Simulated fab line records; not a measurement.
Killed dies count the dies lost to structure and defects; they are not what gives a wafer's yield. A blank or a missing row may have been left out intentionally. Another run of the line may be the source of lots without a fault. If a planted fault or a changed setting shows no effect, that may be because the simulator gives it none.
fab line records	flow sky130
[record] lots = 12	wafers = 36	last-day = 50
route steps=708 shown FIELD_ISO@14 NWELL@77 SD_N@353
lots that met no fault: from a run of the same line without faults
start-h: start of the lot's first displayed wafer, in hours after the record's first day	wait-h: how many hours have passed since the lot's step before this one	" identical to the entry in the row above	L1.1+2: several wafers, shown together as one row	- no value present, or no start provided	* or withheld: withheld	< > ~ a bound
route shown NAME@n: names a module that has steps shown in the file, with the first one's number in the route	usual: mean/standard deviation taken from wafers without a fault	same: alike in all rows	chamber/n: place in a boat	sites: the reading at each site	_std_site: how widely they spread, as a standard deviation	_edge_site: inner sites' mean taken away from outer sites' mean	radius-mm: for every site, how far away it sits from the centre of the wafer	mask NAME#n: copy n	behind: the most recent tool/chamber to have shaped the wafer	hold: reason for holding the lot/hours on hold/outcome of the hold	device: whichever transistor did not switch (one of n, p or np)	end of line: tests run on the same wafers once the route is complete	for a step that has no rows: nothing shown but its recipe	killed: not the wafer's yield, but the dies lost to structure and defects at the first sort	map: per-die view of a wafer (x killed, . not killed, _ where there is no die)
set.NAME: setting as actually run; set.NAME@STEP: the setting as run at that earlier step	model.NAME: the simulator's own value behind a step, which no gauge read
steps of the route over a sample of lots; a table a step, a row a wafer
services: from which hour (start-h, from the record's first day; less than 0 if before it) a tool's chamber was out of use, for how many hours, and why
[[steps]]
[step SKY_FIELD_ISO_CD_MEAS_13]
[recipe] target-cd-nm = 150
[usual] cd-nm = 149.6/1.3
lot.wafer	tool	chamber	start-h	wait-h	cd-nm
L496.2	cd-sem-01	-	69.02	-	152.4
L496.4	"	-	"	"	150.3
L496.6	"	-	"	"	150.2
L497.3	cd-sem-01	-	73.33	-	150.3
L497.4	"	-	"	"	151.0
L497.5	"	-	"	"	150.9
L500.1	cd-sem-01	-	90.35	-	150.2
L500.2	"	-	"	"	152.6
L500.4	"	-	"	"	152.2
L501.1	cd-sem-02	-	94.89	-	148.8
L501.3	"	-	"	"	148.8
L501.4	"	-	"	"	148.7
L502.1	cd-sem-01	-	99.85	-	149.3
L502.3	"	-	"	"	148.5
L502.5	"	-	"	"	147.5
L503.2	cd-sem-02	-	105.31	-	149.7
L503.4	"	-	"	"	148.3
L503.5	"	-	"	"	148.4
L504.1	cd-sem-02	-	113.07	-	148.6
L504.2	"	-	"	"	148.7
L504.6	"	-	"	"	148.0
L505.2	cd-sem-02	-	116.17	-	149.2
L505.3	"	-	"	"	150.6
L505.6	"	-	"	"	150.6
L506.1	cd-sem-01	-	120.42	-	149.0
L506.3	"	-	"	"	149.4
L506.5	"	-	"	"	149.1
L508.1	cd-sem-02	-	134.82	-	148.7
L508.5	"	-	"	"	149.3
L508.6	"	-	"	"	147.1
L510.3	cd-sem-02	-	141.34	-	148.6
L510.4	"	-	"	"	150.0
L510.6	"	-	"	"	148.8
L511.2	cd-sem-01	-	147.91	-	149.7
L511.3	"	-	"	"	149.5
L511.5	"	-	"	"	148.6
[step SKY_FIELD_ISO_ETCH_17]
[recipe] target-depth-a = 3420	mask-material = Si3N4	chemistry = HBr/Cl2/O2	target = Si	taper-deg = 5	icp-w = 600	bias-w = 150	pressure-mtorr = 15	HBr_flow_sccm = 150	Cl2_flow_sccm = 40	O2_flow_sccm = 6	time-s = 97.7
[usual] drypump-motor-current-A = 5.4/0.41	oes-product-au = 1.009/0.016	throttle-valve-pct = 25.652/0.014
lot.wafer	tool	chamber	start-h	wait-h	drypump-motor-current-A	oes-product-au	rf-hours-counter-h	throttle-valve-pct
L496.2	rie-si-01	3	69.32	0.1	5.9	0.999	115	25.641
L496.4	"	0	"	"	5.5	1.018	3	25.641
L496.6	"	2	"	"	5.6	1.024	-	25.621
L497.3	rie-si-02	2	73.61	0.0	5.6	1.029	120	25.636
L497.4	"	3	"	"	5.5	1.022	0	25.637
L497.5	"	3	"	"	5.5	1.020	-	25.657
L500.1	rie-si-01	1	90.67	0.1	6.0	0.989	68	25.653
L500.2	"	0	"	"	5.4	1.018	3	25.644
L500.4	"	3	"	"	5.9	1.004	115	25.669
L501.1	rie-si-02	0	95.21	0.1	4.7	1.031	132	25.647
L501.3	"	3	"	"	5.5	1.023	0	25.658
L501.4	"	2	"	"	5.6	1.027	120	25.646
L502.1	rie-si-01	0	100.17	0.1	5.5	1.013	3	25.643
L502.3	"	1	"	"	6.0	0.988	68	25.667
L502.5	"	3	"	"	6.0	1.009	-	25.655
L503.2	rie-si-02	1	105.61	0.1	5.0	0.993	2	25.652
L503.4	"	1	"	"	5.0	1.002	-	25.648
L503.5	"	2	"	"	5.6	1.028	-	25.640
L504.1	rie-si-01	2	113.45	0.1	5.6	1.019	0	25.635
L504.2	"	0	"	"	5.4	1.020	3	25.643
L504.6	"	1	"	"	5.9	0.997	-	25.666
L505.2	rie-si-02	3	116.47	0.1	5.4	1.034	0	25.638
L505.3	"	2	"	"	5.6	1.032	120	25.642
L505.6	"	0	"	"	4.7	1.019	-	25.637
L506.1	rie-si-01	2	120.74	0.1	5.6	1.009	0	25.643
L506.3	"	0	"	"	5.5	1.018	3	25.643
L506.5	"	3	"	"	6.0	0.998	-	25.685
L508.1	rie-si-01	0	135.14	0.1	5.4	1.009	3	25.636
L508.5	"	1	"	"	6.0	0.980	-	25.671
L508.6	"	2	"	"	5.6	1.002	-	25.649
L510.3	rie-si-01	0	141.62	0.0	5.5	1.013	3	25.653
L510.4	"	3	"	"	5.9	0.991	116	25.675
L510.6	"	1	"	"	6.0	0.973	-	25.670
L511.2	rie-si-02	1	148.21	0.1	5.0	0.989	3	25.663
L511.3	"	0	"	"	4.8	1.023	133	25.647
L511.5	"	2	"	"	5.6	1.025	-	25.623
[step SKY_NWELL_IMPLANT_24]
[recipe] species = B	energy-kev = 140	dose-cm2 = 9.2e+12	tilt-deg = withheld
[usual] dose-ions-cm2 = 9.2e+12/1.1e+10	faraday-current-uA = 52.0/1.1
lot.wafer	tool	chamber	start-h	wait-h	dose-ions-cm2	faraday-current-uA
L496.2	implanter-02	0	145.35	0.0	9.192e+12	50.7
L496.4	"	0	"	"	9.182e+12	50.1
L496.6	"	0	"	"	9.193e+12	49.8
L497.3	implanter-02	0	148.91	0.1	9.187e+12	51.7
L497.4	"	0	"	"	9.21e+12	50.2
L497.5	"	0	"	"	9.198e+12	52.1
L500.1	implanter-03	0	172.63	0.0	9.204e+12	50.3
L500.2	"	0	"	"	9.199e+12	51.3
L500.4	"	0	"	"	9.195e+12	50.9
L501.1	implanter-02	0	176.11	0.0	9.202e+12	50.0
L501.3	"	0	"	"	9.206e+12	50.9
L501.4	"	0	"	"	9.197e+12	51.9
L502.1	implanter-02	0	182.94	0.0	9.199e+12	53.3
L502.3	"	0	"	"	9.204e+12	53.3
L502.5	"	0	"	"	9.186e+12	52.4
L503.2	implanter-02	0	188.67	0.0	9.2e+12	51.7
L503.4	"	0	"	"	9.195e+12	52.3
L503.5	"	0	"	"	9.194e+12	52.6
L504.1	implanter-01	0	198.46	0.0	9.195e+12	52.9
L504.2	"	0	"	"	9.198e+12	51.0
L504.6	"	0	"	"	9.2e+12	51.2
L505.2	implanter-01	0	203.35	0.0	9.202e+12	52.1
L505.3	"	0	"	"	9.177e+12	52.2
L505.6	"	0	"	"	9.22e+12	53.4
L506.1	implanter-02	0	208.44	0.0	1.0084e+13	55.9
L506.3	"	0	"	"	1.0078e+13	56.7
L506.5	"	0	"	"	1.0105e+13	58.9
L508.1	implanter-02	0	226.76	0.0	1.0096e+13	57.3
L508.5	"	0	"	"	1.0093e+13	59.2
L508.6	"	0	"	"	1.01e+13	58.1
L510.3	implanter-01	0	233.08	0.1	9.208e+12	52.3
L510.4	"	0	"	"	9.198e+12	52.3
L510.6	"	0	"	"	9.198e+12	51.7
L511.2	implanter-01	0	243.88	0.0	9.189e+12	51.8
L511.3	"	0	"	"	9.199e+12	52.8
L511.5	"	0	"	"	9.212e+12	53.1
[step SKY_NWELL_TW_MEAS_26]
[usual] NWELL_2_TW = 499/3.5
lot.wafer	tool	chamber	start-h	wait-h	hold	NWELL_2_TW
L496.2	film-metro-01	-	145.59	0.1	-	499
L496.4	"	-	"	"	-	496
L496.6	"	-	"	"	-	496
L497.3	film-metro-03	-	149.13	0.1	-	497
L497.4	"	-	"	"	-	498
L497.5	"	-	"	"	-	499
L500.1	film-metro-02	-	172.88	0.1	-	498
L500.2	"	-	"	"	-	496
L500.4	"	-	"	"	-	498
L501.1	film-metro-01	-	176.36	0.1	-	494
L501.3	"	-	"	"	-	501
L501.4	"	-	"	"	-	496
L502.1	film-metro-01	-	183.19	0.1	-	502
L502.3	"	-	"	"	-	500
L502.5	"	-	"	"	-	500
L503.2	film-metro-02	-	188.90	0.1	-	499
L503.4	"	-	"	"	-	497
L503.5	"	-	"	"	-	497
L504.1	film-metro-01	-	198.71	0.1	-	502
L504.2	"	-	"	"	-	501
L504.6	"	-	"	"	-	501
L505.2	film-metro-02	-	203.59	0.1	-	497
L505.3	"	-	"	"	-	496
L505.6	"	-	"	"	-	496
L506.1	film-metro-03	-	208.70	0.1	await-dispo/0.2h/release	514
L506.3	"	-	"	"	await-dispo/0.2h/release	511
L506.5	"	-	"	"	await-dispo/0.2h/release	511
L506.1	film-metro-03	-	208.93	0.2	-	508
L506.3	"	-	"	"	-	512
L506.5	"	-	"	"	-	511
L508.1	film-metro-03	-	227.01	0.1	await-dispo/0.2h/release	523
L508.5	"	-	"	"	await-dispo/0.2h/release	523
L508.6	"	-	"	"	await-dispo/0.2h/release	522
L508.1	film-metro-03	-	227.33	0.3	-	523
L508.5	"	-	"	"	-	522
L508.6	"	-	"	"	-	522
L510.3	film-metro-01	-	233.30	0.1	-	501
L510.4	"	-	"	"	-	498
L510.6	"	-	"	"	-	499
L511.2	film-metro-02	-	244.12	0.1	-	495
L511.3	"	-	"	"	-	496
L511.5	"	-	"	"	-	496
[step SKY_SD_N_STRIP_11]
[recipe] chemistry = O2/N2	power-w = 1400	pressure-mtorr = 1500	platen-temp-c = withheld	o2-flow-sccm = 3000	n2-flow-sccm = 300	overash-fraction = 0.5
[usual] drypump-motor-current-A = 5.5/0.51	oes-product-au = 0.528/0.0043	strip-time-to-endpoint-s = 22.55/0.039
[same] overash-fraction = 0.5
lot.wafer	tool	chamber	start-h	wait-h	drypump-motor-current-A	oes-product-au	rf-hours-counter-h	strip-time-to-endpoint-s
L496.2	plasma-asher-01	0	707.37	0.1	4.8	0.526	102	22.57
L496.4	"	0	"	"	4.8	0.523	-	22.57
L496.6	"	0	"	"	4.8	0.529	-	22.51
L497.3	plasma-asher-02	0	714.59	0.1	5.3	0.525	-	22.53
L497.4	"	1	"	"	5.4	0.526	-	22.48
L497.5	"	1	"	"	5.4	0.521	-	22.50
L500.1	plasma-asher-01	1	751.07	0.1	6.2	0.533	1	22.59
L500.2	"	0	"	"	4.8	0.526	1	22.54
L500.4	"	1	"	"	6.2	0.529	-	22.55
L501.1	plasma-asher-02	1	751.66	0.1	5.4	0.537	64	22.67
L501.3	"	1	"	"	5.4	0.522	-	22.65
L501.4	"	0	"	"	5.3	0.518	-	22.63
L502.1	plasma-asher-01	1	756.62	0.1	6.2	0.530	2	22.59
L502.3	"	0	"	"	4.8	0.526	-	22.55
L502.5	"	0	"	"	4.8	0.522	-	22.51
L503.2	plasma-asher-01	1	762.73	0.1	6.2	0.532	2	22.50
L503.4	"	1	"	"	6.2	0.532	-	22.54
L503.5	"	1	"	"	6.2	0.523	-	22.53
L504.1	plasma-asher-02	0	774.41	0.1	5.3	0.530	66	22.56
L504.2	"	1	"	"	5.3	0.525	66	22.53
L504.6	"	1	"	"	5.4	0.528	-	22.58
L505.2	plasma-asher-01	1	777.51	0.1	6.2	0.521	3	22.54
L505.3	"	0	"	"	4.8	0.523	-	22.56
L505.6	"	1	"	"	6.2	0.526	-	22.56
L506.1	plasma-asher-01	1	780.28	0.1	6.2	0.529	4	22.58
L506.3	"	0	"	"	4.8	0.524	-	22.53
L506.5	"	0	"	"	4.8	0.526	-	22.57
L508.1	plasma-asher-02	1	805.61	0.2	5.4	0.523	69	22.51
L508.5	"	0	"	"	5.3	0.534	-	22.51
L508.6	"	1	"	"	5.4	0.531	-	22.51
L510.3	plasma-asher-01	1	817.09	0.1	6.2	0.532	-	22.59
L510.4	"	0	"	"	4.8	0.526	-	22.58
L510.6	"	1	"	"	6.2	0.526	-	22.53
L511.2	plasma-asher-02	1	828.71	0.1	5.4	0.530	71	22.52
L511.3	"	1	"	"	5.4	0.525	-	22.56
L511.5	"	0	"	"	5.4	0.528	-	22.56
[[services]]
tool	chamber	start-h	hours	kind
implanter-02	-	51.06	4.3	pm
rie-si-01	3	75.33	2.6	repair
rie-si-02	1	82.22	3.7	repair
implanter-02	-	94.03	2.4	repair
implanter-02	-	94.64	1.7	repair
rie-si-01	3	148.61	15.4	repair
plasma-asher-01	-	152.22	0.9	repair
plasma-asher-01	-	160.19	0.6	repair
implanter-02	-	167.20	1.6	repair
rie-si-01	2	199.52	2.6	repair
implanter-02	-	251.50	1.1	repair
implanter-02	-	281.46	4.1	pm
implanter-02	-	387.44	125.2	pm
rie-si-01	-	442.02	2.8	pm
plasma-asher-01	-	463.48	1.9	repair
plasma-asher-01	-	515.63	0.7	repair
plasma-asher-01	-	536.44	0.5	repair
implanter-02	-	540.06	6.4	pm
rie-si-01	1	554.32	13.5	repair
rie-si-01	-	581.74	0.3	repair
plasma-asher-01	-	598.70	3.7	repair
plasma-asher-01	-	638.17	2.9	repair
plasma-asher-01	-	733.75	9.0	pm
implanter-02	-	755.70	2.3	repair
[[key]]
[first-sign] step = SKY_NWELL_IMPLANT_24	reading = dose-ions-cm2	direction = up	sigmas = 83	usual = *	struck = *
[effect] step = SKY_NWELL_IMPLANT_24	reading = faraday-current-uA	direction = up	sigmas = 5.2	usual = 52.0	struck = 57.7
[effect] step = SKY_NWELL_TW_MEAS_26	reading = visit	direction = added
[effect] step = SKY_NWELL_TW_MEAS_26	reading = NWELL_2_TW	direction = up	sigmas = 5.2	usual = 499	struck = 517
met-at SKY_NWELL_IMPLANT_24
struck-lots L506,L508
tester-left-out L506,L508
not-acting-at SKY_FIELD_ISO_CD_MEAS_13,SKY_FIELD_ISO_ETCH_17,SKY_SD_N_STRIP_11
onset-between 188.67 208.44
[fault] kind = process-parameter-drift	tool = implanter-02	chamber = -	onset-h = 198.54	steps = SKY_NWELL_IMPLANT_24	channel = dose-cm2	offset = *	shape = step	end-h = 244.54	acts-in = *	stated = *
// tester-left-out: of these lots the tester's yield and bins aren't shown, on N5 and GAA mostly nor the transistor test; their killed dies are dies lost to structure and defects alone, not to doping, threshold or leakage, so they don't give the yield
